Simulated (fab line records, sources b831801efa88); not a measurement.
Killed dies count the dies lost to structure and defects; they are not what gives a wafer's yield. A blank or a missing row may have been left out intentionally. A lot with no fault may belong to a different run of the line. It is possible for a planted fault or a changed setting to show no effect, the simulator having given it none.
fab line records + flow sky130
record:
- lots: 7
- wafers: 21
- last-day: 51
route steps=708 shown VT_ADJUST_HVTP@94 VT_ADJUST_LVTN@97 VT_ADJUST_NCORE@119
lots that met no fault: from a run of the same line without faults
start-h: the number of hours between the record's first day and the start of the first shown wafer of the lot + wait-h: hours elapsed since this lot's preceding step + " repeats the value in the row above + L1.1+2: several wafers, shown together as one row + - value missing, or start not given + * or withheld: withheld + < > ~ a bound
route shown NAME@n: NAME is a module with steps in the file, n the number in the route of the first one + usual: mean/standard deviation taken from wafers without a fault + same: alike in all rows + chamber/n: place in a boat + sites: each site's reading + _std_site: their standard deviation + _edge_site: inner sites' mean taken away from outer sites' mean + radius-mm: how far each site lies from the wafer's centre + mask NAME#n: copy n + behind: the tool/chamber that last shaped the wafer + hold: the reason the lot was held/the length of the hold in hours/how it ended + device: names the non-switching transistor (n, p or np) + end of line: tests of these same wafers at the route's end + step lacking rows: just its recipe + killed: not the wafer's yield, but the dies lost to structure and defects at the first sort + map: a wafer's dies, marking killed ones x, the rest . and places with no die _
set.NAME: the setting as run; set.NAME@STEP: as run at that earlier step + model.NAME: the simulator's own value behind a step, which no gauge read
lots at some steps of the route; a table a step, a row a wafer
services: a tool's chamber out of use, with start hour (start-h, from the record's first day; less than 0 if before it), hours out, and reason
== steps ==
step: SKY_VT_ADJUST_HVTP_IMPLANT_09
recipe:
- species: As
- energy-kev: 150
- dose-cm2: 4.3e+12
- tilt-deg: withheld
step: SKY_VT_ADJUST_HVTP_STRIP_10
recipe:
- chemistry: O2/N2
- power-w: 1400
- pressure-mtorr: 1500
- platen-temp-c: withheld
- o2-flow-sccm: 3000
- n2-flow-sccm: 300
- overash-fraction: 0.5
usual:
- chamber-pressure-mTorr: 1500.0/1.3
- drypump-motor-current-A: 5.63/0.26
- n2-flow-sccm: 299.9/0.95
- o2-flow-sccm: 3000/9.8
- oes-product-au: 0.716/0.0048
- strip-time-to-endpoint-s: 14.20/0.039
| lot.wafer | tool            | chamber | start-h | wait-h | chamber-pressure-mTorr | drypump-motor-current-A | n2-flow-sccm | o2-flow-sccm | oes-product-au | rf-hours-counter-h | strip-time-to-endpoint-s |
|-----------|-----------------|---------|---------|--------|------------------------|-------------------------|--------------|--------------|----------------|--------------------|--------------------------|
| L838.2    | plasma-asher-03 | 0       | 153.05  | 0.1    | 1498.8                 | 5.80                    | 300.1        | 2973         | 0.716          | 43                 | 14.21                    |
| L838.3    | "               | 0       | "       | "      | 1502.3                 | 5.82                    | 299.9        | 2992         | 0.718          | -                  | 14.19                    |
| L838.4    | "               | 1       | "       | "      | 1500.3                 | 5.22                    | 299.5        | 2996         | 0.718          | -                  | 14.15                    |
| L842.1    | plasma-asher-01 | 1       | 177.35  | 0.1    | 1500.3                 | 5.77                    | 300.0        | 3011         | 0.715          | 49                 | 14.23                    |
| L842.2    | "               | 0       | "       | "      | 1498.1                 | 5.59                    | 299.2        | 2992         | 0.720          | 49                 | 14.19                    |
| L842.3    | "               | 0       | "       | "      | 1500.7                 | 5.59                    | 299.8        | 2995         | 0.710          | -                  | 14.21                    |
| L844.2    | plasma-asher-03 | 0       | 187.55  | 0.1    | 1499.8                 | 5.83                    | 300.9        | 3005         | 0.717          | 47                 | 14.20                    |
| L844.3    | "               | 0       | "       | "      | 1498.1                 | 5.84                    | 300.8        | 3002         | 0.722          | -                  | 14.14                    |
| L844.4    | "               | 1       | "       | "      | 1502.0                 | 5.19                    | 301.8        | 2989         | 0.709          | -                  | 14.20                    |
| L845.2    | plasma-asher-03 | 0       | 194.10  | 0.1    | 1500.2                 | 5.83                    | 302.1        | 3001         | 0.705          | 48                 | 14.22                    |
| L845.5    | "               | 1       | "       | "      | 1498.1                 | 5.21                    | 301.3        | 3000         | 0.714          | -                  | 14.22                    |
| L845.6    | "               | 0       | "       | "      | 1498.0                 | 5.82                    | 299.7        | 2999         | 0.712          | -                  | 14.19                    |
| L846.2    | plasma-asher-01 | 1       | 199.67  | 0.1    | 1499.6                 | 5.74                    | 298.5        | 2996         | 0.714          | 52                 | 14.26                    |
| L846.5    | "               | 1       | "       | "      | 1500.5                 | 5.76                    | 299.5        | 2983         | 0.711          | -                  | 14.25                    |
| L846.6    | "               | 0       | "       | "      | 1500.5                 | 5.56                    | 301.1        | 3004         | 0.717          | -                  | 14.23                    |
| L854.2    | plasma-asher-01 | 0       | 249.56  | 0.1    | 1500.7                 | 5.58                    | 299.9        | 2996         | 0.713          | 57                 | 14.24                    |
| L854.5    | "               | 0       | "       | "      | 1502.1                 | 5.57                    | 299.2        | 3015         | 0.721          | -                  | 14.29                    |
| L854.6    | "               | 1       | "       | "      | 1500.9                 | 5.73                    | 299.9        | 3008         | 0.721          | -                  | 14.23                    |
| L858.1    | plasma-asher-03 | 0       | 274.92  | 0.1    | 1498.5                 | 5.84                    | 300.6        | 3010         | 0.712          | 52                 | 14.20                    |
| L858.3    | "               | 0       | "       | "      | 1499.0                 | 5.85                    | 299.6        | 3006         | 0.724          | -                  | 14.18                    |
| L858.4    | "               | 1       | "       | "      | 1497.3                 | 5.21                    | 298.5        | 3018         | 0.714          | -                  | 14.17                    |
step: SKY_VT_ADJUST_HVTP_TW_MEAS_11
usual:
- VT_ADJUST_HVTP_TW: 1360/13
| lot.wafer | tool          | chamber | start-h | wait-h | VT_ADJUST_HVTP_TW |
|-----------|---------------|---------|---------|--------|-------------------|
| L838.2    | film-metro-04 | -       | 153.16  | 0.1    | 1353              |
| L838.3    | "             | -       | "       | "      | 1347              |
| L838.4    | "             | -       | "       | "      | 1348              |
| L842.1    | film-metro-01 | -       | 177.45  | 0.1    | 1332              |
| L842.2    | "             | -       | "       | "      | 1336              |
| L842.3    | "             | -       | "       | "      | 1340              |
| L844.2    | film-metro-02 | -       | 187.66  | 0.1    | 1358              |
| L844.3    | "             | -       | "       | "      | 1362              |
| L844.4    | "             | -       | "       | "      | 1363              |
| L845.2    | film-metro-04 | -       | 194.21  | 0.1    | 1363              |
| L845.5    | "             | -       | "       | "      | 1357              |
| L845.6    | "             | -       | "       | "      | 1360              |
| L846.2    | film-metro-04 | -       | 199.78  | 0.1    | 1361              |
| L846.5    | "             | -       | "       | "      | 1354              |
| L846.6    | "             | -       | "       | "      | 1366              |
| L854.2    | film-metro-01 | -       | 249.67  | 0.1    | 1342              |
| L854.5    | "             | -       | "       | "      | 1338              |
| L854.6    | "             | -       | "       | "      | 1339              |
| L858.1    | film-metro-01 | -       | 275.02  | 0.1    | 1346              |
| L858.3    | "             | -       | "       | "      | 1340              |
| L858.4    | "             | -       | "       | "      | 1349              |
step: SKY_VT_ADJUST_LVTN_DEHYDRATE_00
recipe:
- temp-c: 200
- time-s: 60
step: SKY_VT_ADJUST_LVTN_HMDS_01
recipe:
- prime-time-s: 60
- prime-temp-c: 120
step: SKY_VT_ADJUST_LVTN_COAT_02
recipe:
- spin-rpm: 2000
- resist-thk-nm: 3000
step: SKY_VT_ADJUST_LVTN_SOFTBAKE_03
recipe:
- temp-c: 110
- time-s: withheld
step: SKY_VT_ADJUST_LVTN_EXPOSE_04
recipe:
- mask-id: NWM_COMPLEMENT_LESS_NATIVE
- na: 0.6
- source-shape: conventional
- sigma-outer: 0.6
- polarization: unpolarized
- target-cd-nm: 840
- dose-mj: 194
step: SKY_VT_ADJUST_LVTN_PEB_05
recipe:
- temp-c: 115
- time-s: withheld
step: SKY_VT_ADJUST_LVTN_DEVELOP_06
recipe:
- wall-angle-deg: 90
- developer: TMAH
- develop-time-s: 60
- dev-temp-c: 23
step: SKY_VT_ADJUST_LVTN_OVL_MEAS_07
usual:
- VT_ADJUST_LVTN_OVL: -0.1/1.3
| lot.wafer | tool       | chamber | start-h | wait-h | VT_ADJUST_LVTN_OVL[nm] |
|-----------|------------|---------|---------|--------|------------------------|
| L838.2    | overlay-02 | -       | 174.92  | -      | 0.7                    |
| L838.3    | "          | -       | "       | "      | 1.1                    |
| L838.4    | "          | -       | "       | "      | 1.8                    |
| L842.1    | overlay-02 | -       | 199.76  | -      | 0.8                    |
| L842.2    | "          | -       | "       | "      | 0.6                    |
| L842.3    | "          | -       | "       | "      | 0.0                    |
| L844.2    | overlay-02 | -       | 210.42  | -      | -1.1                   |
| L844.3    | "          | -       | "       | "      | 0.0                    |
| L844.4    | "          | -       | "       | "      | -1.3                   |
| L845.2    | overlay-02 | -       | 216.66  | -      | -1.4                   |
| L845.5    | "          | -       | "       | "      | -0.9                   |
| L845.6    | "          | -       | "       | "      | -1.7                   |
| L846.2    | overlay-01 | -       | 222.87  | -      | -0.6                   |
| L846.5    | "          | -       | "       | "      | 1.0                    |
| L846.6    | "          | -       | "       | "      | -0.1                   |
| L854.2    | overlay-02 | -       | 273.86  | -      | 0.8                    |
| L854.5    | "          | -       | "       | "      | -1.0                   |
| L854.6    | "          | -       | "       | "      | -0.7                   |
| L858.1    | overlay-02 | -       | 300.52  | -      | 0.8                    |
| L858.3    | "          | -       | "       | "      | 1.3                    |
| L858.4    | "          | -       | "       | "      | 0.6                    |
step: SKY_VT_ADJUST_LVTN_IMPLANT_08
recipe:
- species: B
- energy-kev: 29.61
- dose-cm2: 1.57e+12
- tilt-deg: withheld
step: SKY_VT_ADJUST_LVTN_STRIP_09
recipe:
- chemistry: O2/N2
- power-w: 1400
- pressure-mtorr: 1500
- platen-temp-c: withheld
- o2-flow-sccm: 3000
- n2-flow-sccm: 300
- overash-fraction: 0.5
usual:
- chamber-pressure-mTorr: 1500.1/2
- drypump-motor-current-A: 5.81/0.22
- n2-flow-sccm: 300.1/0.9
- o2-flow-sccm: 3001/8.3
- oes-product-au: 0.722/0.0044
- strip-time-to-endpoint-s: 36.96/0.12
| lot.wafer | tool            | chamber | start-h | wait-h | chamber-pressure-mTorr | drypump-motor-current-A | n2-flow-sccm | o2-flow-sccm | oes-product-au | rf-hours-counter-h | strip-time-to-endpoint-s | model.coat_of_VT_ADJUST_LVTN_COAT_02.thk-nm |
|-----------|-----------------|---------|---------|--------|------------------------|-------------------------|--------------|--------------|----------------|--------------------|--------------------------|---------------------------------------------|
| L838.2    | plasma-asher-04 | 0       | 175.10  | 0.1    | 1499.4                 | 6.05                    | 300.7        | 3009         | 0.727          | 6                  | 37.00                    | 0                                           |
| L838.3    | "               | 0       | "       | "      | 1500.0                 | 6.03                    | 300.7        | 3005         | 0.727          | -                  | 36.96                    | 0                                           |
| L838.4    | "               | 1       | "       | "      | 1498.6                 | 5.78                    | 299.8        | 2997         | 0.728          | -                  | 36.86                    | 0                                           |
| L842.1    | plasma-asher-02 | 1       | 199.94  | 0.1    | 1499.8                 | 5.72                    | 299.5        | 3002         | 0.713          | 37                 | 37.01                    | 0                                           |
| L842.2    | "               | 0       | "       | "      | 1501.7                 | 5.94                    | 300.5        | 2993         | 0.729          | 37                 | 36.98                    | 0                                           |
| L842.3    | "               | 0       | "       | "      | 1502.1                 | 5.92                    | 300.9        | 2997         | 0.732          | -                  | 37.00                    | 0                                           |
| L844.2    | plasma-asher-02 | 1       | 210.60  | 0.1    | -                      | -                       | -            | -            | -              | -                  | -                        | 2998                                        |
| L844.3    | "               | 1       | "       | "      | -                      | -                       | -            | -            | -              | -                  | -                        | 3008                                        |
| L844.4    | "               | 0       | "       | "      | -                      | -                       | -            | -            | -              | -                  | -                        | 3007                                        |
| L845.2    | plasma-asher-02 | 0       | 216.84  | 0.1    | -                      | -                       | -            | -            | -              | -                  | -                        | 3007                                        |
| L845.5    | "               | 1       | "       | "      | -                      | -                       | -            | -            | -              | -                  | -                        | 2998                                        |
| L845.6    | "               | 0       | "       | "      | -                      | -                       | -            | -            | -              | -                  | -                        | 2995                                        |
| L846.2    | plasma-asher-03 | 1       | 223.05  | 0.1    | -                      | -                       | -            | -            | -              | -                  | -                        | 3000                                        |
| L846.5    | "               | 0       | "       | "      | -                      | -                       | -            | -            | -              | -                  | -                        | 2994                                        |
| L846.6    | "               | 1       | "       | "      | -                      | -                       | -            | -            | -              | -                  | -                        | 3001                                        |
| L854.2    | plasma-asher-04 | 0       | 274.04  | 0.1    | 1499.8                 | 6.02                    | 299.3        | 2998         | 0.725          | 17                 | 37.00                    | 0                                           |
| L854.5    | "               | 0       | "       | "      | 1499.4                 | 6.02                    | 297.7        | 3001         | 0.722          | -                  | 36.96                    | 0                                           |
| L854.6    | "               | 1       | "       | "      | 1502.3                 | 5.78                    | 300.4        | 3004         | 0.718          | -                  | 37.01                    | 0                                           |
| L858.1    | plasma-asher-04 | 1       | 300.70  | 0.1    | 1501.3                 | 5.78                    | 300.5        | 3008         | 0.728          | 19                 | 37.00                    | 0                                           |
| L858.3    | "               | 1       | "       | "      | 1501.8                 | 5.79                    | 300.8        | 3011         | 0.727          | -                  | 37.21                    | 0                                           |
| L858.4    | "               | 0       | "       | "      | 1500.2                 | 6.06                    | 300.1        | 3008         | 0.726          | -                  | 37.13                    | 0                                           |
step: SKY_VT_ADJUST_LVTN_TW_MEAS_10
usual:
- VT_ADJUST_LVTN_TW: 239.5/1.6
| lot.wafer | tool          | chamber | start-h | wait-h | VT_ADJUST_LVTN_TW |
|-----------|---------------|---------|---------|--------|-------------------|
| L838.2    | film-metro-01 | -       | 175.21  | 0.1    | 236.9             |
| L838.3    | "             | -       | "       | "      | 236.7             |
| L838.4    | "             | -       | "       | "      | 237.5             |
| L842.1    | film-metro-03 | -       | 200.04  | 0.1    | 237.3             |
| L842.2    | "             | -       | "       | "      | 239.8             |
| L842.3    | "             | -       | "       | "      | 239.1             |
| L844.2    | film-metro-01 | -       | 210.71  | 0.1    | 239.2             |
| L844.3    | "             | -       | "       | "      | 239.3             |
| L844.4    | "             | -       | "       | "      | 238.7             |
| L845.2    | film-metro-04 | -       | 216.95  | 0.1    | 244.5             |
| L845.5    | "             | -       | "       | "      | 242.8             |
| L845.6    | "             | -       | "       | "      | 242.7             |
| L846.2    | film-metro-03 | -       | 223.16  | 0.1    | 240.1             |
| L846.5    | "             | -       | "       | "      | 239.7             |
| L846.6    | "             | -       | "       | "      | 240.0             |
| L854.2    | film-metro-01 | -       | 274.15  | 0.1    | 240.0             |
| L854.5    | "             | -       | "       | "      | 238.6             |
| L854.6    | "             | -       | "       | "      | 240.6             |
| L858.1    | film-metro-04 | -       | 300.80  | 0.1    | 242.9             |
| L858.3    | "             | -       | "       | "      | 244.5             |
| L858.4    | "             | -       | "       | "      | 242.2             |
step: SKY_VT_ADJUST_LVTN_DEHYDRATE_11
recipe:
- temp-c: 200
- time-s: 60
step: SKY_VT_ADJUST_LVTN_HMDS_12
recipe:
- prime-time-s: 60
- prime-temp-c: 120
step: SKY_VT_ADJUST_LVTN_COAT_13
recipe:
- resist: NOVOLAK
- spin-rpm: 3000
- resist-thk-nm: 1140
step: SKY_VT_ADJUST_LVTN_SOFTBAKE_14
recipe:
- temp-c: 90
- time-s: 60
- resist: NOVOLAK
step: SKY_VT_ADJUST_LVTN_EXPOSE_15
recipe:
- mask-id: HVN_STD_DERIVED
- na: 0.6
- source-shape: conventional
- sigma-outer: 0.6
- polarization: unpolarized
- target-cd-nm: 600
- dose-mj: 163
step: SKY_VT_ADJUST_LVTN_PEB_16
recipe:
- temp-c: withheld
- time-s: *
- resist: NOVOLAK
step: SKY_VT_ADJUST_LVTN_DEVELOP_17
recipe:
- resist: NOVOLAK
- developer: TMAH
- develop-time-s: 58.24
- dev-temp-c: 23
step: SKY_VT_ADJUST_LVTN_OVL_MEAS_18
usual:
- VT_ADJUST_LVTN_01_OVL: 0.2/1.8
| lot.wafer | tool       | chamber | start-h | wait-h | VT_ADJUST_LVTN_01_OVL[nm] |
|-----------|------------|---------|---------|--------|---------------------------|
| L838.2    | overlay-01 | -       | 198.12  | 0.1    | 2.1                       |
| L838.3    | "          | -       | "       | "      | 1.5                       |
| L838.4    | "          | -       | "       | "      | 2.2                       |
| L842.1    | overlay-02 | -       | 223.67  | 0.1    | -0.7                      |
| L842.2    | "          | -       | "       | "      | 0.4                       |
| L842.3    | "          | -       | "       | "      | -1.1                      |
| L844.2    | overlay-02 | -       | 234.16  | 0.1    | 2.7                       |
| L844.3    | "          | -       | "       | "      | 1.5                       |
| L844.4    | "          | -       | "       | "      | 1.7                       |
| L845.2    | overlay-01 | -       | 239.91  | 0.1    | -1.4                      |
| L845.5    | "          | -       | "       | "      | -2.0                      |
| L845.6    | "          | -       | "       | "      | -2.9                      |
| L846.2    | overlay-02 | -       | 246.32  | 0.1    | -0.6                      |
| L846.5    | "          | -       | "       | "      | -1.1                      |
| L846.6    | "          | -       | "       | "      | -2.4                      |
| L854.2    | overlay-01 | -       | 299.02  | 0.1    | -2.1                      |
| L854.5    | "          | -       | "       | "      | -0.9                      |
| L854.6    | "          | -       | "       | "      | -2.9                      |
| L858.1    | overlay-01 | -       | 327.12  | 0.1    | 4.6                       |
| L858.3    | "          | -       | "       | "      | 4.4                       |
| L858.4    | "          | -       | "       | "      | 3.5                       |
step: SKY_VT_ADJUST_LVTN_IMPLANT_19
recipe:
- species: B
- energy-kev: 30
- dose-cm2: 6.5e+11
- tilt-deg: withheld
step: SKY_VT_ADJUST_LVTN_STRIP_20
recipe:
- chemistry: O2/N2
- power-w: 1400
- pressure-mtorr: 1500
- platen-temp-c: withheld
- o2-flow-sccm: 3000
- n2-flow-sccm: 300
- overash-fraction: 0.5
usual:
- chamber-pressure-mTorr: 1500.0/1.4
- drypump-motor-current-A: 5.77/0.25
- n2-flow-sccm: 300.0/0.88
- o2-flow-sccm: 3000/8.8
- oes-product-au: 0.715/0.0046
- strip-time-to-endpoint-s: 14.18/0.046
| lot.wafer | tool            | chamber | start-h | wait-h | chamber-pressure-mTorr | drypump-motor-current-A | n2-flow-sccm | o2-flow-sccm | oes-product-au | rf-hours-counter-h | strip-time-to-endpoint-s |
|-----------|-----------------|---------|---------|--------|------------------------|-------------------------|--------------|--------------|----------------|--------------------|--------------------------|
| L838.2    | plasma-asher-02 | 1       | 198.30  | 0.1    | 1503.1                 | 5.72                    | 301.3        | 2999         | 0.713          | 37                 | 14.21                    |
| L838.3    | "               | 0       | "       | "      | 1497.1                 | 5.98                    | 299.3        | 3001         | 0.719          | -                  | 14.15                    |
| L838.4    | "               | 1       | "       | "      | 1500.6                 | 5.75                    | 299.3        | 2995         | 0.712          | -                  | 14.17                    |
| L842.1    | plasma-asher-02 | 0       | 223.85  | 0.1    | 1498.2                 | 5.98                    | 298.9        | 2988         | 0.715          | 39                 | 14.23                    |
| L842.2    | "               | 1       | "       | "      | 1499.6                 | 5.73                    | 301.1        | 2996         | 0.713          | 39                 | 14.28                    |
| L842.3    | "               | 1       | "       | "      | 1498.0                 | 5.68                    | 300.8        | 3014         | 0.716          | -                  | 14.30                    |
| L844.2    | plasma-asher-03 | 1       | 234.34  | 0.1    | 1499.5                 | 5.22                    | 300.2        | 2997         | 0.726          | 52                 | 58.69                    |
| L844.3    | "               | 0       | "       | "      | 1500.3                 | 5.88                    | 298.9        | 2996         | 0.734          | -                  | 58.83                    |
| L844.4    | "               | 1       | "       | "      | 1500.7                 | 5.20                    | 301.0        | 3001         | 0.725          | -                  | 58.81                    |
| L845.2    | plasma-asher-04 | 0       | 240.09  | 0.1    | 1500.0                 | 6.00                    | 299.7        | 3012         | 0.730          | 12                 | 58.78                    |
| L845.5    | "               | 0       | "       | "      | 1501.0                 | 6.02                    | 299.8        | 3003         | 0.731          | -                  | 58.69                    |
| L845.6    | "               | 1       | "       | "      | 1499.9                 | 5.79                    | 299.9        | 2987         | 0.730          | -                  | 58.63                    |
| L846.2    | plasma-asher-02 | 0       | 246.50  | 0.1    | 1500.8                 | 5.95                    | 301.1        | 2985         | 0.717          | 42                 | 58.74                    |
| L846.5    | "               | 1       | "       | "      | 1502.1                 | 5.74                    | 300.1        | 2999         | 0.733          | -                  | 58.62                    |
| L846.6    | "               | 0       | "       | "      | 1502.4                 | 5.95                    | 299.9        | 3005         | 0.728          | -                  | 58.70                    |
| L854.2    | plasma-asher-02 | 1       | 299.20  | 0.1    | 1496.5                 | 5.78                    | 301.0        | 3004         | 0.711          | 48                 | 14.17                    |
| L854.5    | "               | 1       | "       | "      | 1500.5                 | 5.77                    | 300.1        | 3007         | 0.721          | -                  | 14.13                    |
| L854.6    | "               | 0       | "       | "      | 1500.8                 | 5.95                    | 299.9        | 3006         | 0.712          | -                  | 14.15                    |
| L858.1    | plasma-asher-03 | 1       | 327.30  | 0.1    | 1501.2                 | 5.20                    | 299.5        | 3001         | 0.712          | 57                 | 14.29                    |
| L858.3    | "               | 1       | "       | "      | 1499.9                 | 5.20                    | 300.6        | 3015         | 0.708          | -                  | 14.26                    |
| L858.4    | "               | 0       | "       | "      | 1500.7                 | 5.84                    | 299.3        | 3004         | 0.717          | -                  | 14.25                    |
step: SKY_VT_ADJUST_LVTN_TW_MEAS_21
usual:
- VT_ADJUST_LVTN_2_TW: 187.2/1.4
| lot.wafer | tool          | chamber | start-h | wait-h | VT_ADJUST_LVTN_2_TW |
|-----------|---------------|---------|---------|--------|---------------------|
| L838.2    | film-metro-03 | -       | 198.41  | 0.1    | 185.9               |
| L838.3    | "             | -       | "       | "      | 185.8               |
| L838.4    | "             | -       | "       | "      | 185.5               |
| L842.1    | film-metro-01 | -       | 223.95  | 0.1    | 186.5               |
| L842.2    | "             | -       | "       | "      | 186.5               |
| L842.3    | "             | -       | "       | "      | 185.3               |
| L844.2    | film-metro-04 | -       | 234.45  | 0.1    | 30.1                |
| L844.3    | "             | -       | "       | "      | 30.2                |
| L844.4    | "             | -       | "       | "      | 30.3                |
| L845.2    | film-metro-01 | -       | 240.20  | 0.1    | 29.6                |
| L845.5    | "             | -       | "       | "      | 29.7                |
| L845.6    | "             | -       | "       | "      | 29.7                |
| L846.2    | film-metro-03 | -       | 246.61  | 0.1    | 29.7                |
| L846.5    | "             | -       | "       | "      | 29.8                |
| L846.6    | "             | -       | "       | "      | 29.8                |
| L854.2    | film-metro-01 | -       | 299.31  | 0.1    | 187.9               |
| L854.5    | "             | -       | "       | "      | 189.0               |
| L854.6    | "             | -       | "       | "      | 187.4               |
| L858.1    | film-metro-03 | -       | 327.40  | 0.1    | 188.8               |
| L858.3    | "             | -       | "       | "      | 188.2               |
| L858.4    | "             | -       | "       | "      | 188.1               |
step: SKY_VT_ADJUST_NCORE_DEHYDRATE_00
recipe:
- temp-c: 200
- time-s: 60
== services ==
| tool            | chamber | start-h | hours | kind   |
|-----------------|---------|---------|-------|--------|
| plasma-asher-04 | -       | 131.69  | 2.8   | pm     |
| plasma-asher-01 | -       | 141.17  | 2.5   | repair |
| plasma-asher-02 | -       | 148.19  | 15.6  | pm     |
| plasma-asher-04 | -       | 182.24  | 1.1   | repair |
| plasma-asher-01 | -       | 234.57  | 3.1   | repair |
| plasma-asher-03 | -       | 235.27  | 34.7  | repair |
== key ==
first-sign:
- step: SKY_VT_ADJUST_LVTN_STRIP_09
- reading: tool-record
- direction: missing
effect:
- step: SKY_VT_ADJUST_LVTN_STRIP_20
- reading: strip-time-to-endpoint-s
- direction: up
- sigmas: 99+
- usual: *
- struck: *
effect:
- step: SKY_VT_ADJUST_LVTN_TW_MEAS_21
- reading: VT_ADJUST_LVTN_2_TW
- direction: down
- sigmas: 99+
- usual: 187.2
- struck: 29.9
model-effect:
- step: SKY_VT_ADJUST_LVTN_STRIP_09
- value: coat_of_VT_ADJUST_LVTN_COAT_02.thk-nm
- without: 0
- struck: 3001
met-at SKY_VT_ADJUST_LVTN_STRIP_09
struck-wafers L844.2,L844.3,L844.4,L845.2,L845.5,L845.6,L846.2,L846.5,L846.6
sort-left-out L844.2,L844.3,L844.4,L845.2,L845.5,L845.6,L846.2,L846.5,L846.6
tester-left-out L844,L845,L846
onset-between 199.94 210.60
fault:
- kind: skipped-step-whole
- tool: plasma-asher-02,plasma-asher-03
- chamber: -
- onset-h: 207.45
- steps: SKY_VT_ADJUST_LVTN_STRIP_09
- scope: struck-lots-only
tester-left-out: of these lots the tester's yield and bins aren't shown, on N5 and GAA mostly nor the transistor test; their killed dies are dies lost to structure and defects alone, not to doping, threshold or leakage, so they don't give the yield
sort-left-out: the simulated sort isn't trusted on such a fault, so these wafers' sort isn't shown, and their yield isn't known
